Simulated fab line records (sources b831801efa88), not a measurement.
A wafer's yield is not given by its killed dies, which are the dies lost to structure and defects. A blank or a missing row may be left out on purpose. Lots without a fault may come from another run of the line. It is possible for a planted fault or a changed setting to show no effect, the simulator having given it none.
Which tool was responsible? || flow sky130 || 14 lots, 42 wafers sampled, at 5 steps of a route of 708

== WHAT THE GAUGES SHOWED, per wafer ==
SKY_VIA2_BOW_MEAS_03.
{"lot": "L485", "measured": "day 35 11:49", "on": "film_metro-04", "VIA2_BOW (um)": "82 87 83"}
{"lot": "L486", "measured": "day 35 18:35", "on": "film_metro-04", "VIA2_BOW (um)": "89 95 92"}
{"lot": "L487", "measured": "day 36 03:52", "on": "film_metro-04", "VIA2_BOW (um)": "81 88 80"}
{"lot": "L488", "measured": "day 36 09:28", "on": "film_metro-02", "VIA2_BOW (um)": "95 81 82"}
{"lot": "L489", "measured": "day 36 16:44", "on": "film_metro-04", "VIA2_BOW (um)": "75 77 69"}
{"lot": "L490", "measured": "day 38 02:34", "on": "film_metro-04", "VIA2_BOW (um)": "77 85 82"}
{"lot": "L498", "measured": "day 39 16:21", "on": "film_metro-01", "VIA2_BOW (um)": "100 90 72"}
{"lot": "L497", "measured": "day 39 19:17", "on": "film_metro-01", "VIA2_BOW (um)": "85 90 80"}
{"lot": "L499", "measured": "day 39 23:49", "on": "film_metro-02", "VIA2_BOW (um)": "87 83 91"}
{"lot": "L500", "measured": "day 40 04:15", "on": "film_metro-04", "VIA2_BOW (um)": "79 92 92"}
{"lot": "L501", "measured": "day 40 10:00", "on": "film_metro-02", "VIA2_BOW (um)": "81 85 87"}
{"lot": "L502", "measured": "day 40 17:34", "on": "film_metro-01", "VIA2_BOW (um)": "85 92 88"}
{"lot": "L503", "measured": "day 40 19:54", "on": "film_metro-04", "VIA2_BOW (um)": "89 93 93"}
{"lot": "L504", "measured": "day 41 11:07", "on": "film_metro-02", "VIA2_BOW (um)": "93 87 91"}

SKY_CAP2M_RS_MEAS_03: uses a four-point probe to measure.
{"lot": "L485", "measured": "day 39 23:34", "on": "film_metro-03", "CAP2M_TIN_RS (ohm/sq)": "7.07 7.03 7.06"}
{"lot": "L486", "measured": "day 40 11:18", "on": "film_metro-03", "CAP2M_TIN_RS (ohm/sq)": "6.73 6.76 6.81"}
{"lot": "L487", "measured": "day 40 18:21", "on": "film_metro-04", "CAP2M_TIN_RS (ohm/sq)": "- - -"}
{"lot": "L488", "measured": "day 40 22:59", "on": "film_metro-04", "CAP2M_TIN_RS (ohm/sq)": "- - -"}
{"lot": "L489", "measured": "day 41 01:59", "on": "film_metro-03", "CAP2M_TIN_RS (ohm/sq)": "7.14 7.04 7.06"}
{"lot": "L490", "measured": "day 42 13:04", "on": "film_metro-01", "CAP2M_TIN_RS (ohm/sq)": "6.87 6.84 6.78"}
{"lot": "L498", "measured": "day 43 19:52", "on": "film_metro-01", "CAP2M_TIN_RS (ohm/sq)": "6.92 6.96 6.94"}
{"lot": "L497", "measured": "day 43 23:10", "on": "film_metro-03", "CAP2M_TIN_RS (ohm/sq)": "6.87 6.88 6.92"}
{"lot": "L499", "measured": "day 44 04:56", "on": "film_metro-04", "CAP2M_TIN_RS (ohm/sq)": "6.83 6.93 6.86"}
{"lot": "L500", "measured": "day 44 09:21", "on": "film_metro-01", "CAP2M_TIN_RS (ohm/sq)": "6.92 6.91 6.93"}
{"lot": "L501", "measured": "day 44 13:43", "on": "film_metro-01", "CAP2M_TIN_RS (ohm/sq)": "6.93 6.94 7.00"}
{"lot": "L502", "measured": "day 44 21:35", "on": "film_metro-03", "CAP2M_TIN_RS (ohm/sq)": "6.98 6.97 7.00"}
{"lot": "L503", "measured": "day 44 23:05", "on": "film_metro-03", "CAP2M_TIN_RS (ohm/sq)": "6.87 6.87 6.83"}
{"lot": "L504", "measured": "day 45 11:58", "on": "film_metro-04", "CAP2M_TIN_RS (ohm/sq)": "7.05 7.04 7.06"}

SKY_CAP2M_THK_MEAS_04: measures by xrf.
{"lot": "L485", "measured": "day 39 23:40", "on": "film_metro-03", "CAP2M_TIN_THK (nm)": "197.3 198.6 197.2"}
{"lot": "L486", "measured": "day 40 11:25", "on": "film_metro-03", "CAP2M_TIN_THK (nm)": "207.2 204.8 204.5"}
{"lot": "L487", "measured": "day 40 18:28", "on": "film_metro-04", "CAP2M_TIN_THK (nm)": "<0.0 <0.0 <0.0"}
{"lot": "L488", "measured": "day 40 23:07", "on": "film_metro-04", "CAP2M_TIN_THK (nm)": "<0.0 <0.0 <0.0"}
{"lot": "L489", "measured": "day 41 02:05", "on": "film_metro-03", "CAP2M_TIN_THK (nm)": "194.9 198.5 197.4"}
{"lot": "L490", "measured": "day 42 13:11", "on": "film_metro-01", "CAP2M_TIN_THK (nm)": "204.9 204.4 206.8"}
{"lot": "L498", "measured": "day 43 19:58", "on": "film_metro-01", "CAP2M_TIN_THK (nm)": "202.0 200.4 201.9"}
{"lot": "L497", "measured": "day 43 23:17", "on": "film_metro-03", "CAP2M_TIN_THK (nm)": "202.6 202.5 200.0"}
{"lot": "L499", "measured": "day 44 05:02", "on": "film_metro-04", "CAP2M_TIN_THK (nm)": "204.6 203.0 204.1"}
{"lot": "L500", "measured": "day 44 09:28", "on": "film_metro-01", "CAP2M_TIN_THK (nm)": "200.9 200.7 201.7"}
{"lot": "L501", "measured": "day 44 13:48", "on": "film_metro-01", "CAP2M_TIN_THK (nm)": "201.6 200.9 198.4"}
{"lot": "L502", "measured": "day 44 21:43", "on": "film_metro-03", "CAP2M_TIN_THK (nm)": "198.6 199.4 198.9"}
{"lot": "L503", "measured": "day 44 23:11", "on": "film_metro-03", "CAP2M_TIN_THK (nm)": "201.6 202.5 202.7"}
{"lot": "L504", "measured": "day 45 12:04", "on": "film_metro-04", "CAP2M_TIN_THK (nm)": "199.4 200.0 199.2"}

== EACH LOT AND THE TOOL THAT RAN IT (in order: tool; ch and the chambers of the sampled wafers; start) ==
{"lot": "L485", "SKY_METAL3_SPUTTER_04": "pvd_sputter-04, day 36 15:18", "SKY_CAP2M_SPUTTER_02": "pvd_sputter-02, day 39 23:26"}
{"lot": "L486", "SKY_METAL3_SPUTTER_04": "pvd_sputter-01, day 36 22:34", "SKY_CAP2M_SPUTTER_02": "pvd_sputter-01, day 40 11:10"}
{"lot": "L487", "SKY_METAL3_SPUTTER_04": "pvd_sputter-01, day 37 07:37", "SKY_CAP2M_SPUTTER_02": "pvd_sputter-02, day 40 18:14"}
{"lot": "L488", "SKY_METAL3_SPUTTER_04": "pvd_sputter-02, day 37 12:53", "SKY_CAP2M_SPUTTER_02": "pvd_sputter-04, day 40 22:53"}
{"lot": "L489", "SKY_METAL3_SPUTTER_04": "pvd_sputter-01, day 37 20:02", "SKY_CAP2M_SPUTTER_02": "pvd_sputter-04, day 41 01:50"}
{"lot": "L490", "SKY_METAL3_SPUTTER_04": "pvd_sputter-02, day 39 11:54", "SKY_CAP2M_SPUTTER_02": "pvd_sputter-01, day 42 12:57"}
{"lot": "L498", "SKY_METAL3_SPUTTER_04": "pvd_sputter-04, day 40 16:51", "SKY_CAP2M_SPUTTER_02": "pvd_sputter-02, day 43 19:45"}
{"lot": "L497", "SKY_METAL3_SPUTTER_04": "pvd_sputter-02, day 40 20:17", "SKY_CAP2M_SPUTTER_02": "pvd_sputter-02, day 43 23:03"}
{"lot": "L499", "SKY_METAL3_SPUTTER_04": "pvd_sputter-04, day 41 01:24", "SKY_CAP2M_SPUTTER_02": "pvd_sputter-02, day 44 04:48"}
{"lot": "L500", "SKY_METAL3_SPUTTER_04": "pvd_sputter-01, day 41 06:16", "SKY_CAP2M_SPUTTER_02": "pvd_sputter-02, day 44 09:15"}
{"lot": "L501", "SKY_METAL3_SPUTTER_04": "pvd_sputter-02, day 41 11:42", "SKY_CAP2M_SPUTTER_02": "pvd_sputter-02, day 44 13:33"}
{"lot": "L502", "SKY_METAL3_SPUTTER_04": "pvd_sputter-02, day 41 19:23", "SKY_CAP2M_SPUTTER_02": "pvd_sputter-04, day 44 21:29"}
{"lot": "L503", "SKY_METAL3_SPUTTER_04": "pvd_sputter-01, day 41 21:48", "SKY_CAP2M_SPUTTER_02": "pvd_sputter-02, day 44 22:57"}
{"lot": "L504", "SKY_METAL3_SPUTTER_04": "pvd_sputter-01, day 42 12:20", "SKY_CAP2M_SPUTTER_02": "pvd_sputter-04, day 45 11:50"}
- SKY_METAL3_SPUTTER_04: material TiN, target thk 70 nm, time 58.3 s.
- SKY_CAP2M_SPUTTER_02: material TiN, target thk 200 nm, time 166.7 s.

== AS READ BY THE TOOLS THEMSELVES (means over the sampled wafers that have a number; for cases with no such wafer, the mark the record gives instead) ==
SKY_METAL3_SPUTTER_04.
{"lot": "L485", "tool": "pvd_sputter-04", "cathode_dc_power_W (W)": 6500.7, "chamber_pressure_pa (Pa)": 0.3997, "throttle_valve_pct (%)": 30.3}
{"lot": "L486", "tool": "pvd_sputter-01", "cathode_dc_power_W (W)": 6499.8, "chamber_pressure_pa (Pa)": 0.4004, "throttle_valve_pct (%)": 29.9}
{"lot": "L487", "tool": "pvd_sputter-01", "cathode_dc_power_W (W)": 6499.6, "chamber_pressure_pa (Pa)": 0.3999, "throttle_valve_pct (%)": 30.6}
{"lot": "L488", "tool": "pvd_sputter-02", "cathode_dc_power_W (W)": 6500.0, "chamber_pressure_pa (Pa)": 0.4006, "throttle_valve_pct (%)": 29.8}
{"lot": "L489", "tool": "pvd_sputter-01", "cathode_dc_power_W (W)": 6500.0, "chamber_pressure_pa (Pa)": 0.4001, "throttle_valve_pct (%)": 30.3}
{"lot": "L490", "tool": "pvd_sputter-02", "cathode_dc_power_W (W)": 6499.8, "chamber_pressure_pa (Pa)": 0.3991, "throttle_valve_pct (%)": 29.5}
{"lot": "L498", "tool": "pvd_sputter-04", "cathode_dc_power_W (W)": 6501.0, "chamber_pressure_pa (Pa)": 0.3992, "throttle_valve_pct (%)": 30.5}
{"lot": "L497", "tool": "pvd_sputter-02", "cathode_dc_power_W (W)": 6498.7, "chamber_pressure_pa (Pa)": 0.4002, "throttle_valve_pct (%)": 29.3}
{"lot": "L499", "tool": "pvd_sputter-04", "cathode_dc_power_W (W)": 6499.9, "chamber_pressure_pa (Pa)": 0.4000, "throttle_valve_pct (%)": 29.4}
{"lot": "L500", "tool": "pvd_sputter-01", "cathode_dc_power_W (W)": 6500.0, "chamber_pressure_pa (Pa)": 0.4001, "throttle_valve_pct (%)": 30.6}
{"lot": "L501", "tool": "pvd_sputter-02", "cathode_dc_power_W (W)": 6499.5, "chamber_pressure_pa (Pa)": 0.4009, "throttle_valve_pct (%)": 29.4}
{"lot": "L502", "tool": "pvd_sputter-02", "cathode_dc_power_W (W)": 6499.9, "chamber_pressure_pa (Pa)": 0.4005, "throttle_valve_pct (%)": 29.6}
{"lot": "L503", "tool": "pvd_sputter-01", "cathode_dc_power_W (W)": 6500.9, "chamber_pressure_pa (Pa)": 0.4002, "throttle_valve_pct (%)": 29.5}
{"lot": "L504", "tool": "pvd_sputter-01", "cathode_dc_power_W (W)": 6500.2, "chamber_pressure_pa (Pa)": 0.4004, "throttle_valve_pct (%)": 30.4}

SKY_CAP2M_SPUTTER_02.
{"lot": "L485", "tool": "pvd_sputter-02", "cathode_dc_power_W (W)": 6499.9, "chamber_pressure_pa (Pa)": 0.4007, "throttle_valve_pct (%)": 29.9}
{"lot": "L486", "tool": "pvd_sputter-01", "cathode_dc_power_W (W)": 6500.2, "chamber_pressure_pa (Pa)": 0.4001, "throttle_valve_pct (%)": 30.6}
{"lot": "L487", "tool": "pvd_sputter-02", "cathode_dc_power_W (W)": "-", "chamber_pressure_pa (Pa)": "-", "throttle_valve_pct (%)": "-"}
{"lot": "L488", "tool": "pvd_sputter-04", "cathode_dc_power_W (W)": "-", "chamber_pressure_pa (Pa)": "-", "throttle_valve_pct (%)": "-"}
{"lot": "L489", "tool": "pvd_sputter-04", "cathode_dc_power_W (W)": 6499.6, "chamber_pressure_pa (Pa)": 0.4003, "throttle_valve_pct (%)": 31.2}
{"lot": "L490", "tool": "pvd_sputter-01", "cathode_dc_power_W (W)": 6500.8, "chamber_pressure_pa (Pa)": 0.4005, "throttle_valve_pct (%)": 29.9}
{"lot": "L498", "tool": "pvd_sputter-02", "cathode_dc_power_W (W)": 6499.7, "chamber_pressure_pa (Pa)": 0.4002, "throttle_valve_pct (%)": 29.7}
{"lot": "L497", "tool": "pvd_sputter-02", "cathode_dc_power_W (W)": 6499.3, "chamber_pressure_pa (Pa)": 0.4006, "throttle_valve_pct (%)": 29.5}
{"lot": "L499", "tool": "pvd_sputter-02", "cathode_dc_power_W (W)": 6500.8, "chamber_pressure_pa (Pa)": 0.4002, "throttle_valve_pct (%)": 30.2}
{"lot": "L500", "tool": "pvd_sputter-02", "cathode_dc_power_W (W)": 6500.8, "chamber_pressure_pa (Pa)": 0.4000, "throttle_valve_pct (%)": 29.9}
{"lot": "L501", "tool": "pvd_sputter-02", "cathode_dc_power_W (W)": 6498.6, "chamber_pressure_pa (Pa)": 0.4005, "throttle_valve_pct (%)": 30.0}
{"lot": "L502", "tool": "pvd_sputter-04", "cathode_dc_power_W (W)": 6500.4, "chamber_pressure_pa (Pa)": 0.4009, "throttle_valve_pct (%)": 30.5}
{"lot": "L503", "tool": "pvd_sputter-02", "cathode_dc_power_W (W)": 6500.0, "chamber_pressure_pa (Pa)": 0.4003, "throttle_valve_pct (%)": 29.9}
{"lot": "L504", "tool": "pvd_sputter-04", "cathode_dc_power_W (W)": 6499.9, "chamber_pressure_pa (Pa)": 0.3999, "throttle_valve_pct (%)": 29.8}

== THE ANSWER, worked out from the rows above alone ==
Rule: usual is defined by the lots themselves. Put in order of their means at a reading, lots are off if they are a third of the lots or fewer, leave a main group of 4 or more, and stand apart from it by a gap of 3 or more times the standard deviation of the main group's means; of several such gaps the widest counts. If all means in a main group match to the digits the tables above print for the reading, that group is not used. Also off: a lot with no number at a reading for which 4 or more lots have one. Where the step has rows for the other lots, those lots are counted as sound. First the gauges in route order, then the tools' own readings, where a lot's mean is used as printed above. At the first step where some lot is off, the reading lying furthest off is the one used; lots without a number count as furthest.
Off: L487, L488, at SKY_CAP2M_RS_MEAS_03 (CAP2M_TIN_RS). Without a number there: L487, L488. Main group: mean 6.93 ohm/sq, sd 0.092.
If a tool, at a process step before that reading, ran all the lots that are off and no sound lot after the first of them, it fits. The gauges at SKY_CAP2M_RS_MEAS_03 aren't tried: what is off there is off at SKY_CAP2M_SPUTTER_02 too, on other tools, and a gauge's error can't cause that. None of those tried fits.

== WHAT WAS PUT IN BY THE SIMULATOR ==
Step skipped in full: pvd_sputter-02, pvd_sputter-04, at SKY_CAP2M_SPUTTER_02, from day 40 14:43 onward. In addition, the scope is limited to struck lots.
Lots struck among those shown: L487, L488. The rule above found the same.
